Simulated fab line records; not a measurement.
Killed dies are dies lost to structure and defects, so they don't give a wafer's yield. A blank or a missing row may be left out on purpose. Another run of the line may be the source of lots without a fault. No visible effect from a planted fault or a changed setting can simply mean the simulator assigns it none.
Which tool is to blame? :: flow sky130 :: 12 lots, 36 wafers sampled, at 1 step of a route of 708

WHAT EACH GAUGE READ, for each wafer
SKY_CAPM_THK_MEAS_04: measures by xrf. Usual: CAPM_TIN_THK typically reads 202.6 nm, with standard deviation 2.7.
lot: L813
measured: day 37 11:41
on: filmMetro-03
CAPM_TIN_THK (nm): 202.4 206.4 205.2
flag: 

lot: L816
measured: day 37 11:50
on: filmMetro-04
CAPM_TIN_THK (nm): 199.4 197.2 198.8
flag: 

lot: L817
measured: day 37 13:18
on: filmMetro-01
CAPM_TIN_THK (nm): 200.8 200.8 201.8
flag: 

lot: L823
measured: day 39 01:31
on: filmMetro-01
CAPM_TIN_THK (nm): 206.7 206.4 206.5
flag: 

lot: L825
measured: day 43 07:47
on: filmMetro-04
CAPM_TIN_THK (nm): 198.1 202.3 199.1
flag: 

lot: L826
measured: day 43 12:14
on: filmMetro-04
CAPM_TIN_THK (nm): 206.5 206.1 204.7
flag: 

lot: L827
measured: day 43 13:35
on: filmMetro-03
CAPM_TIN_THK (nm): 201.8 200.4 200.4
flag: 

lot: L834
measured: day 43 15:19
on: filmMetro-01
CAPM_TIN_THK (nm): 201.1 203.5 202.1
flag: 

lot: L833
measured: day 43 17:58
on: filmMetro-01
CAPM_TIN_THK (nm): 205.6 205.4 203.0
flag: 

lot: L835
measured: day 43 19:42
on: filmMetro-01
CAPM_TIN_THK (nm): 206.2 208.1 204.8
flag: 

lot: L836
measured: day 43 19:47
on: filmMetro-03
CAPM_TIN_THK (nm): 199.3 199.2 198.9
flag: 

lot: L831
measured: day 43 21:38
on: filmMetro-01
CAPM_TIN_THK (nm): 203.5 203.8 205.1
flag: 

EACH LOT AND THE TOOL THAT RAN IT (in order: tool; ch and the chambers of the sampled wafers; start)
The record shows no process step preceding these readings.

WHAT THE TOOLS THEMSELVES READ (means of the sampled wafers that have a number; where no wafer has one, the mark that the record gives instead)
The record holds no such reading with a usual standard deviation.

THE ANSWER, worked out from the rows above alone
Rule: a lot counts as off when the mean over its wafers that have a number is more than 3 standard deviations away from the usual mean. Also off: a lot with no number at a reading for which 4 or more lots have one. Where the step has rows for the other lots, those lots are counted as sound. After the gauges, taken in route order, come the tools' own readings; for these a lot's mean is taken, as printed above. At the first step where some lot is off, the reading lying furthest off is the one used; lots without a number count as furthest.
None of the lots is off at any reading shown; this tells nothing.

WHAT THE SIMULATOR HAD PUT IN
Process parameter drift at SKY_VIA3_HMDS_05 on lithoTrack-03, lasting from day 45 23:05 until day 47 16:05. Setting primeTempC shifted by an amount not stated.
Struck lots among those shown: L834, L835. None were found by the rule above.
